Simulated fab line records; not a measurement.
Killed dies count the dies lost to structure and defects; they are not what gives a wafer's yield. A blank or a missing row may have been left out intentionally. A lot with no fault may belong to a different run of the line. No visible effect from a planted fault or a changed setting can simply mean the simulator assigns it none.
Which tool was responsible? + flow sky130 + Sampling: 10 lots, 29 wafers, 5 of 708 route steps

== WHAT THE GAUGES SHOWED, per wafer ==
SKY_CAPM_RS_MEAS_03: the measuring method here is four-point-probe.
| lot  | measured     | on            | CAPM_TIN_RS (ohm/sq) |
|------|--------------|---------------|----------------------|
| L219 | day 36 08:25 | film-metro-02 | 6.81 6.80 6.82       |
| L221 | day 37 07:25 | film-metro-04 | 6.91 6.86 6.94       |
| L223 | day 37 15:52 | film-metro-02 | 6.90 6.96 6.78       |
| L226 | day 38 11:05 | film-metro-02 | 6.92 6.98 6.89       |
| L228 | day 38 23:07 | film-metro-01 | 6.94 6.97 6.90       |
| L229 | day 39 09:05 | film-metro-04 | 7.02 7.01 7.11       |
| L230 | day 39 17:38 | film-metro-04 | 6.96 6.93 6.96       |
| L236 | day 41 12:49 | film-metro-04 | 7.01 6.94 6.89       |
| L237 | day 41 17:01 | film-metro-04 | 10.25 6.91           |
| L242 | day 43 04:02 | film-metro-04 | 6.89 6.81 6.86       |

== TOOL THAT RAN EACH LOT (tool first, then ch and the chambers of the sampled wafers, then the start) ==
| lot  | SKY_SD_N_STRIP_11                    | SKY_LI_CONTACT_CMP_02         | SKY_METAL2_SPUTTER_01        | SKY_CAPM_SPUTTER_02          |
|------|--------------------------------------|-------------------------------|------------------------------|------------------------------|
| L219 | plasma-asher-01 ch 0,1, day 27 22:46 | cmp-01 ch 1,3, day 27 23:45   | pvd-sputter-01, day 34 00:37 | pvd-sputter-02, day 36 08:18 |
| L221 | plasma-asher-01 ch 0,1, day 29 00:53 | cmp-02 ch 0,1, day 29 01:46   | pvd-sputter-02, day 34 23:58 | pvd-sputter-03, day 37 07:16 |
| L223 | plasma-asher-02 ch 0,1, day 29 09:47 | cmp-01 ch 0,1,3, day 29 10:45 | pvd-sputter-01, day 35 09:36 | pvd-sputter-03, day 37 15:44 |
| L226 | plasma-asher-04 ch 0, day 30 06:38   | cmp-02 ch 0,1,3, day 30 07:40 | pvd-sputter-03, day 36 04:46 | pvd-sputter-03, day 38 10:58 |
| L228 | plasma-asher-01 ch 1, day 30 18:47   | cmp-01 ch 0,1,3, day 30 19:42 | pvd-sputter-03, day 36 17:07 | pvd-sputter-02, day 38 22:59 |
| L229 | plasma-asher-02 ch 0,1, day 31 04:06 | cmp-01 ch 1,2,3, day 31 05:04 | pvd-sputter-01, day 37 02:43 | pvd-sputter-03, day 39 08:59 |
| L230 | plasma-asher-04 ch 0,1, day 31 12:41 | cmp-01 ch 0,1, day 31 13:34   | pvd-sputter-03, day 37 11:11 | pvd-sputter-03, day 39 17:30 |
| L236 | plasma-asher-04 ch 0,1, day 33 12:58 | cmp-01 ch 2,3, day 33 13:51   | pvd-sputter-02, day 39 08:00 | pvd-sputter-02, day 41 12:40 |
| L237 | plasma-asher-04 ch 0,1, day 33 18:26 | cmp-01 ch 2,3, day 33 19:24   | pvd-sputter-02, day 39 12:49 | pvd-sputter-03, day 41 16:53 |
| L242 | plasma-asher-01 ch 0,1, day 35 08:50 | cmp-02 ch 0,1, day 35 09:51   | pvd-sputter-01, day 41 00:44 | pvd-sputter-04, day 43 03:54 |
- SKY_SD_N_STRIP_11: strips in O2/N2.
- SKY_LI_CONTACT_CMP_02: polishes PSG.
- SKY_METAL2_SPUTTER_01: material TiN, target thk 20 nm, time 16.7 s.
- SKY_CAPM_SPUTTER_02: material TiN, target thk 200 nm, time 166.7 s.

== THE ANSWER, worked out from the rows above alone ==
Rule: usual is defined by the lots themselves. The widest of any qualifying gaps counts: lots, ordered by their means at a reading, are off when they make up no more than a third of the lots, leave a main group of 4 or more, and stand apart from it by 3 or more times the standard deviation of that group's means. Not used: any main group whose means are identical at the precision the tables above print for the reading. A lot without any number at a reading at which 4 lots or more have one is off too. Where the step has rows for the other lots, those lots are counted as sound.
Off: at SKY_CAPM_RS_MEAS_03 (CAPM_TIN_RS), L237. The main group: mean 6.92 ohm/sq, standard deviation 0.064.
A tool fits if, at a process step before that reading, it ran every lot that is off, and no sound lot after the first of them. Those tools and the gauges at SKY_CAPM_RS_MEAS_03 are tried in the same way. Can't be told from this: 4 tools fit, plasma-asher-04 at SKY_SD_N_STRIP_11, cmp-01 at SKY_LI_CONTACT_CMP_02, pvd-sputter-02 at SKY_METAL2_SPUTTER_01, pvd-sputter-03 at SKY_CAPM_SPUTTER_02.

== WHAT WAS PUT IN BY THE SIMULATOR ==
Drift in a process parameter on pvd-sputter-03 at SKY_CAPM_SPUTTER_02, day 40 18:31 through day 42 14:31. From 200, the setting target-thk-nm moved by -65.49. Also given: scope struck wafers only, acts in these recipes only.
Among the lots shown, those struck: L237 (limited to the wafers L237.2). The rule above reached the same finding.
